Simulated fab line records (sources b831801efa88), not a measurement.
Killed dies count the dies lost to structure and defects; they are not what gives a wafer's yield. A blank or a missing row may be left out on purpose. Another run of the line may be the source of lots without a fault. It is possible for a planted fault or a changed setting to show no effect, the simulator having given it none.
Comparing a struck lot with a sound one || flow sky130 || 17 steps out of a route of 708
Sound: wafers L129.1, L129.3, L129.4. The struck wafers were L136.1, L136.5, L136.6. Last of all comes the cause.
Order at every step that has rows: each side's tool, ch and its chambers, its first start. Under that, the readings that differ: sound wafers || struck wafers || difference of the means || sigmas: that difference in standard deviations of wafers without a fault.
alike: readings whose means differ by less than 2 such deviations, and words and numbers that are the same on both sides. not compared: withheld readings, readings that some wafer has no value for, bounds like >300 that may hide the same value, and numbers for which the record gives no deviation and whose values overlap.
Wherever a step has rows on one side only, a row that says differs or no value, or a row with sigmas, the two part there. Numbers that don't overlap but have no deviation are shown without sigmas and don't part them. Lack of a reading on every wafer of one side parts them only where that side has two or more wafers.

first, 4 steps without rows for these wafers: SKY_FIELD_ISO_WET_ETCH_29 (etches Si3N4 in H3PO4, target depth 160 nm, time 1825 s); SKY_FIELD_ISO_WET_ETCH_30 (etches SiO2 in dHF, target depth 25 nm, time 50 s); SKY_NWELL_CLEAN_00 (cleans in SC1/SC2, time 150 s); SKY_NWELL_OXIDATION_01 (stabilise 600 s, purge 300 s, target thk 10 nm).
SKY_NWELL_THK_MEAS_02:
  sound: film metro-04 at day 3 18:27; struck: film metro-04 at day 5 09:11
  alike: NWELL_OXIDATION_THK
then, 7 steps without rows for these wafers: SKY_DNWELL_DEHYDRATE_00 (time 60 s); SKY_DNWELL_HMDS_01 (prime time 60 s); SKY_DNWELL_COAT_02 (resist thk 3000 nm); SKY_DNWELL_SOFTBAKE_03; SKY_DNWELL_EXPOSE_04 (exposes mask DNM, target cd 3000 nm); SKY_DNWELL_PEB_05; SKY_DNWELL_DEVELOP_06 (develop time 60 s).
SKY_DNWELL_IMPLANT_07:
  sound on implanter-03 ch 0, day 4 10:20; struck on implanter-01 ch 0, day 6 03:17
  not compared: implant ion amu
SKY_DNWELL_STRIP_08: strips in O2/N2.
  sound on plasma asher-02 ch 0,1, day 4 10:29; struck on plasma asher-01 ch 0,1, day 6 03:26
  alike: drypump motor current A, oes product au, strip time to endpoint s
  not compared: rf hours counter h
SKY_DNWELL_TW_MEAS_09:
  sound: film metro-04 at day 4 10:35; struck: film metro-04 at day 6 03:32
{"reading": "DNWELL_TW", "sound": "1123 1114 1121", "struck": "2022 2029 2019", "difference": "+904", "sigmas": "+99 or more"}
then, 1 step without rows for these wafers: SKY_PWDE_DEHYDRATE_00 (time 60 s).
-- the record jumps here: 43 days lie between the struck wafers' starts before and after (it left off in module PWDE and takes up again in module PAD_OPEN, whose first step shown is number 708 of the route) --
SKY_PAD_OPEN_PROBE_99:
  sound: prober-02 at day 47 02:11; struck: prober-01 at day 49 01:08
  alike: killed_at_M0_to_M3, killed_at_M4_up, killed at contacts, killed at front end, killed at other, killed dies, killed open, killed short

== WHERE THEY PART ==
Within this record, at SKY_DNWELL_TW_MEAS_09 only. Later steps at which nothing parts them and some readings are alike: SKY_PAD_OPEN_PROBE_99.

WHY: what the simulator had put in
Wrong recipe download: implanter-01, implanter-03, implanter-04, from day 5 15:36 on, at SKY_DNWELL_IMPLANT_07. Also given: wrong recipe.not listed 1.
